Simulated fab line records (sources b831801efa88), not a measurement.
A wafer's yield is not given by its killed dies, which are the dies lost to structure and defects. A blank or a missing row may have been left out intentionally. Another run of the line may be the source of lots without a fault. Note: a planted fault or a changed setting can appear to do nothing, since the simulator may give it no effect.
Which tool is to blame?    flow sky130    12 lots, 36 wafers sampled, at 3 steps of a route of 708

WHAT EACH GAUGE READ, for each wafer
SKY_SONOS_ONO_THK_MEAS_05. Usual: SONOS_ONO_CVD_04_THK 5.73 nm, standard deviation 0.1.
lot   measured      on             SONOS_ONO_CVD_04_THK (nm)  flag
L758  day 11 17:38  film-metro-02  5.75 5.72 5.71             
L761  day 12 08:13  film-metro-02  5.70 5.70 5.67             
L763  day 13 06:17  film-metro-01  5.69 5.73 5.70             
L765  day 13 20:55  film-metro-02  5.65 5.80 5.75             
L766  day 14 06:51  film-metro-03  5.59 5.59 5.57             
L767  day 14 15:48  film-metro-01  5.86 5.86 5.89             
L769  day 15 05:38  film-metro-02  5.90 5.73 5.78             
L770  day 15 16:14  film-metro-03  5.73 5.73 5.66             
L772  day 16 03:28  film-metro-03  6.76 6.73 6.69             OFF
L773  day 16 12:11  film-metro-03  6.65 6.54 6.70             OFF
L780  day 19 01:35  film-metro-01  5.84 5.69 5.86             
L781  day 19 09:41  film-metro-03  5.86 5.74 5.81             

SKY_RES_PROTECT_TW_MEAS_08. Usual: POLY_GATE_TW 4044, standard deviation 30.
lot   measured      on             POLY_GATE_TW    flag
L758  day 15 05:20  film-metro-04  4018 4019 4037  
L761  day 15 22:24  film-metro-04  4043 4040 4043  
L763  day 16 21:14  film-metro-01  4120 4111 4110  
L765  day 17 14:14  film-metro-02  4005 4000 4004  
L766  day 18 02:37  film-metro-02  4032 4055 4019  
L767  day 18 13:04  film-metro-02  4029 4043 4038  
L769  day 19 01:43  film-metro-02  4045 4050 4038  
L770  day 19 13:10  film-metro-02  4050 4054 4043  
L772  day 20 04:37  film-metro-02  4001 4004 4022  
L773  day 20 12:25  film-metro-02  4012 4001 3997  
L780  day 23 01:22  film-metro-01  4046 4061 4046  
L781  day 23 10:04  film-metro-01  4065 4041 4047  

WHICH TOOL RAN EACH LOT (tool, then ch and the chambers of the sampled wafers, then the start)
lot   SKY_SONOS_ONO_CVD_04
L758  lpcvd-03 ch 0, day 11 16:22
L761  lpcvd-03 ch 0, day 12 06:56
L763  lpcvd-03 ch 1, day 13 05:01
L765  lpcvd-03 ch 1, day 13 19:40
L766  lpcvd-03 ch 1, day 14 05:35
L767  lpcvd-03 ch 1, day 14 13:55
L769  lpcvd-03 ch 0, day 15 04:23
L770  lpcvd-03 ch 0, day 15 14:58
L772  lpcvd-03 ch 0, day 16 02:13
L773  lpcvd-03 ch 0, day 16 10:56
L780  lpcvd-03 ch 0, day 19 00:20
L781  lpcvd-03 ch 1, day 19 08:26
- SKY_SONOS_ONO_CVD_04: deposits SiO2 from SiH4/N2O, target thk 5.7199 nm.

AS READ BY THE TOOLS THEMSELVES (means over the sampled wafers that have a number; for cases with no such wafer, the mark the record gives instead)
SKY_SONOS_ONO_CVD_04. Usual: spike-tc-upper-C 899.9 C, standard deviation 1.2; zone-power-upper-pct 16.7 %, standard deviation 1.
lot   tool      spike-tc-upper-C (C)  zone-power-upper-pct (%)  flag
L758  lpcvd-03  900.2                 15.9                      
L761  lpcvd-03  899.6                 16.1                      
L763  lpcvd-03  900.8                 18.3                      
L765  lpcvd-03  900.9                 18.2                      
L766  lpcvd-03  901.7                 18.1                      
L767  lpcvd-03  900.4                 18.0                      
L769  lpcvd-03  899.3                 16.2                      
L770  lpcvd-03  899.5                 15.9                      
L772  lpcvd-03  899.8                 16.2                      
L773  lpcvd-03  900.2                 16.1                      
L780  lpcvd-03  899.8                 15.9                      
L781  lpcvd-03  900.7                 18.4                      

THE ANSWER, worked out from the rows above alone
Rule: a lot is off if the mean of its wafers that have a number lies more than 3 standard deviations from the usual mean. A lot without any number at a reading at which 4 lots or more have one is off too. All remaining lots with rows at the step are treated as sound. First the gauges in route order, then the tools' own readings, where a lot's mean is used as printed above. At the first step where some lot is off, the reading lying furthest off is the one used; lots without a number count as furthest.
Off: L772, L773, seen at SKY_SONOS_ONO_THK_MEAS_05 (SONOS_ONO_CVD_04_THK).
If a tool, at a process step before that reading, ran all the lots that are off and no sound lot after the first of them, it fits. Gauges at SKY_SONOS_ONO_THK_MEAS_05: tried the same way as those tools. None of those tried fits.

WHAT THE SIMULATOR HAD INSERTED
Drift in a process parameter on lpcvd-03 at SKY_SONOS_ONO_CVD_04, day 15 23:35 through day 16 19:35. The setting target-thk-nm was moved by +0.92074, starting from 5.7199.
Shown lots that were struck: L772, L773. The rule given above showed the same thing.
